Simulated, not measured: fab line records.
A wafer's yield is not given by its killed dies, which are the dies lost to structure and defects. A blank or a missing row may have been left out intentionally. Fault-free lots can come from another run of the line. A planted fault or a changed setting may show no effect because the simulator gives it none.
Which of the tools did it?	flow gf180mcu	33 wafers from 11 lots sampled at 3 of the route's 602 steps

## WHAT THE GAUGES SHOWED, per wafer
GF_PSD_RS_MEAS_14: a four-point-probe measurement.
lot	measured	on	NSD_RS (ohm/sq)
L808	day 14 04:49	film_metro-01	46.24 46.03 46.20
L811	day 15 11:47	film_metro-03	46.23 46.15 46.24
L818	day 17 19:19	film_metro-02	52.19 52.29 52.09
L819	day 18 04:49	film_metro-03	52.20 52.43 52.22
L822	day 19 10:03	film_metro-03	46.20 46.12 46.17
L823	day 19 22:08	film_metro-02	46.16 46.07 46.23
L824	day 19 22:41	film_metro-01	46.23 46.37 46.36
L827	day 20 22:20	film_metro-01	46.23 46.35 46.27
L828	day 21 05:53	film_metro-02	46.15 46.17 46.06
L830	day 22 00:10	film_metro-02	46.32 46.24 46.17
L831	day 22 05:04	film_metro-01	46.24 46.28 46.22

## EACH LOT AND THE TOOL THAT RAN IT (in order: tool; ch and the chambers of the sampled wafers; start)
lot	GF_NSD_IMPLANT_10	GF_NSD_STRIP_11
L808	implanter-01 ch 0, day 13 07:44	plasma_asher-04 ch 0,1, day 13 07:51
L811	implanter-02 ch 0, day 14 14:07	plasma_asher-04 ch 0, day 14 14:14
L818	implanter-02 ch 0, day 16 19:19	plasma_asher-01 ch 0,1, day 16 19:28
L819	implanter-02 ch 0, day 17 05:19	plasma_asher-01 ch 0,1, day 17 05:28
L822	implanter-01 ch 0, day 18 10:38	plasma_asher-04 ch 0, day 18 10:47
L823	implanter-01 ch 0, day 18 21:16	plasma_asher-03 ch 1, day 18 21:25
L824	implanter-01 ch 0, day 18 21:53	plasma_asher-03 ch 0,1, day 18 22:01
L827	implanter-01 ch 0, day 19 21:43	plasma_asher-04 ch 0,1, day 19 21:50
L828	implanter-02 ch 0, day 20 05:14	plasma_asher-04 ch 0,1, day 20 05:20
L830	implanter-01 ch 0, day 21 00:16	plasma_asher-01 ch 0,1, day 21 00:22
L831	implanter-01 ch 0, day 21 05:07	plasma_asher-03 ch 0,1, day 21 05:16
- GF_NSD_IMPLANT_10
- GF_NSD_STRIP_11: strips in O2/N2.

## THE ANSWER, worked out from the rows above alone
Rule: what is usual is taken from the lots themselves. The widest of any qualifying gaps counts: lots, ordered by their means at a reading, are off when they make up no more than a third of the lots, leave a main group of 4 or more, and stand apart from it by 3 or more times the standard deviation of that group's means. If all means in a main group match to the digits the tables above print for the reading, that group is not used. Also off: a lot with no number at a reading for which 4 or more lots have one. The other lots that the step has rows for count as sound.
Off: L818, L819, at GF_PSD_RS_MEAS_14 (NSD_RS). Main group: mean 46.21 ohm/sq, sd 0.062.
If a tool, at a process step before that reading, ran all the lots that are off and no sound lot after the first of them, it fits. The gauges at GF_PSD_RS_MEAS_14 are tried like those tools. None of those tried fits.

## WHAT HAD BEEN PUT IN BY THE SIMULATOR
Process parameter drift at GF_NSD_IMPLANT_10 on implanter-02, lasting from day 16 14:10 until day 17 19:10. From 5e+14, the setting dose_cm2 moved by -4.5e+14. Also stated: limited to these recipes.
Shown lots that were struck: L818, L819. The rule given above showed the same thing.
